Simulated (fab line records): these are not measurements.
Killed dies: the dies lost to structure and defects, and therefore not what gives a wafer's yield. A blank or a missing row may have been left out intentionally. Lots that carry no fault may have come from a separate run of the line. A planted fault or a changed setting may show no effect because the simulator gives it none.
A struck lot beside a sound one :: flow gf180mcu :: 14 out of 602 route steps
Sound: these wafers, L381.2, L381.3, L381.5. Struck: wafers L373.2, L373.3, L373.4. The cause comes at the end.
At each step with rows: each side's tool, then ch and its chambers, then its first start. Under that, the readings that differ: sound wafers :: struck wafers :: difference of the means :: sigmas: that difference in standard deviations of wafers without a fault.
alike: words and numbers the same on both sides, and readings whose means are apart by under 2 such deviations; not compared: readings that were withheld, readings missing a value for some wafer, numbers with overlapping values and no deviation given by the record, and bounds like >300 which may hide the same value.
Wherever a step has rows on one side only, a row that says differs or no value, or a row with sigmas, the two part there. Non-overlapping numbers with no deviation appear without sigmas and do not part them. A reading missing from all wafers of one side parts the sides only when that side holds two or more wafers.

GF_V4_THK_MEAS_01:
  sound on film-metro-03 at day 30 00:32; struck on film-metro-01 at day 27 13:18
  alike: V4_CVD_00_THK
GF_V4_CVD_02: deposits SiO2 from TEOS, target thk 850 nm, time 94.851 s.
  sound on pecvd-02 ch 1,2, day 30 00:35; struck on pecvd-03 ch 0,1, day 27 13:21
  alike: heater-power-w
GF_V4_THK_MEAS_03:
  sound on film-metro-01 at day 30 00:40; struck on film-metro-03 at day 27 13:26
  alike: V4_CVD_02_THK
GF_V4_CMP_04: polishes SiO2.
  sound on cmp-01 ch 0,1, day 30 00:43; struck on cmp-02 ch 0,2,3, day 27 13:29
  alike: head-pressure-psi, motor-current-A, slurry-filter-dp-kPa, time-to-endpoint-s
GF_V4_BOW_MEAS_05:
  sound on film-metro-02 at day 30 01:02; struck on film-metro-03 at day 27 13:48
  alike: V4_BOW
then, 7 steps without rows for these wafers: GF_V4_DEHYDRATE_06 (time 60 s); GF_V4_HMDS_07 (prime time 60 s); GF_V4_COAT_08; GF_V4_COAT_09 (resist thk 1000 nm); GF_V4_SOFTBAKE_10 (time 60 s); GF_V4_EXPOSE_11 (exposes mask Via4, target cd 260 nm); GF_V4_PEB_12 (peb time 87.89 s).
GF_V4_DEVELOP_13: develop time 60 s.
  sound on litho-track-01 ch 0, day 30 18:44; struck on litho-track-01, day 28 09:38
  no value came back on the struck wafers for chill-plate-temp-C (C), develop-time-s (s); on the sound wafers chill-plate-temp-C (C) reads 22.94 22.94 23.05
reading: model.KrF_of_V4_COAT_09.thk-nm (nm)
sound: 983.1 982.9 981.7
struck: 997 995.1 1001
difference: +15
sigmas: 
GF_V4_CD_MEAS_14: the cd target is 260 nm.
  sound on cd-sem-01 at day 30 18:53; struck on cd-sem-02 at day 28 09:47
reading: cd-nm (nm)
sound: 259.2 258.3 259.4
struck: - - -
difference: no value on the struck wafers
sigmas: 

## WHERE THEY PART
Last at GF_V4_CD_MEAS_14 as far as this record goes, first at GF_V4_DEVELOP_13.

WHY: what had been put in by the simulator
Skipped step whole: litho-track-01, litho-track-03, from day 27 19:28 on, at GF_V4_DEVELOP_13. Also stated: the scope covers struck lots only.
